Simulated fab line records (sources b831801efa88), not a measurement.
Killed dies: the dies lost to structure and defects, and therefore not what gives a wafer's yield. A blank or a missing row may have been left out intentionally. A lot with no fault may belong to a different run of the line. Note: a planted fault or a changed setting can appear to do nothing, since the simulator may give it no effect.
Which tool did it? / flow sky130 / Sampling: 7 lots, 21 wafers, 2 of 708 route steps

## WHAT THE GAUGES READ, wafer by wafer
SKY_VT_ADJUST_LVTN_OVL_MEAS_18.
lot=L644; measured=day 8 11:35; on=overlay-02; VT_ADJUST_LVTN_01_OVL (nm)=0.4 0.4 -0.5
lot=L645; measured=day 9 01:51; on=overlay-02; VT_ADJUST_LVTN_01_OVL (nm)=0.7 1.9 1.8
lot=L648; measured=day 9 16:56; on=overlay-01; VT_ADJUST_LVTN_01_OVL (nm)=-1.3 -1.5 -1.4
lot=L652; measured=day 11 08:29; on=overlay-01; VT_ADJUST_LVTN_01_OVL (nm)=0.4 1.2 -0.2
lot=L656; measured=day 12 03:11; on=overlay-01; VT_ADJUST_LVTN_01_OVL (nm)=-0.1 0.1 -0.8
lot=L658; measured=day 12 13:45; on=overlay-02; VT_ADJUST_LVTN_01_OVL (nm)=0.8 0.9 -0.1
lot=L662; measured=day 13 18:11; on=overlay-02; VT_ADJUST_LVTN_01_OVL (nm)=0.1 -0.7 -0.4

## TOOL THAT RAN EACH LOT (tool first, then ch and the chambers of the sampled wafers, then the start)
lot=L644; SKY_VT_ADJUST_HVTP_STRIP_10=plasmaAsher-01 ch 0,1, day 6 19:28
lot=L645; SKY_VT_ADJUST_HVTP_STRIP_10=plasmaAsher-01 ch 0,1, day 7 08:01
lot=L648; SKY_VT_ADJUST_HVTP_STRIP_10=plasmaAsher-02 ch 0,1, day 7 23:11
lot=L652; SKY_VT_ADJUST_HVTP_STRIP_10=plasmaAsher-03 ch 0,1, day 9 11:20
lot=L656; SKY_VT_ADJUST_HVTP_STRIP_10=plasmaAsher-03 ch 0,1, day 10 04:32
lot=L658; SKY_VT_ADJUST_HVTP_STRIP_10=plasmaAsher-03 ch 0,1, day 10 15:16
lot=L662; SKY_VT_ADJUST_HVTP_STRIP_10=plasmaAsher-01 ch 0,1, day 11 16:38
- SKY_VT_ADJUST_HVTP_STRIP_10: strips in O2/N2.

## THE ANSWER, worked out from the rows above alone
Rule: usual is defined by the lots themselves. The widest of any qualifying gaps counts: lots, ordered by their means at a reading, are off when they make up no more than a third of the lots, leave a main group of 4 or more, and stand apart from it by 3 or more times the standard deviation of that group's means. If all means in a main group match to the digits the tables above print for the reading, that group is not used. A lot without any number at a reading at which 4 lots or more have one is off too. All remaining lots with rows at the step are treated as sound.
Nothing can be told from this: no lot is off at any reading shown.

## WHAT THE SIMULATOR HAD PUT IN
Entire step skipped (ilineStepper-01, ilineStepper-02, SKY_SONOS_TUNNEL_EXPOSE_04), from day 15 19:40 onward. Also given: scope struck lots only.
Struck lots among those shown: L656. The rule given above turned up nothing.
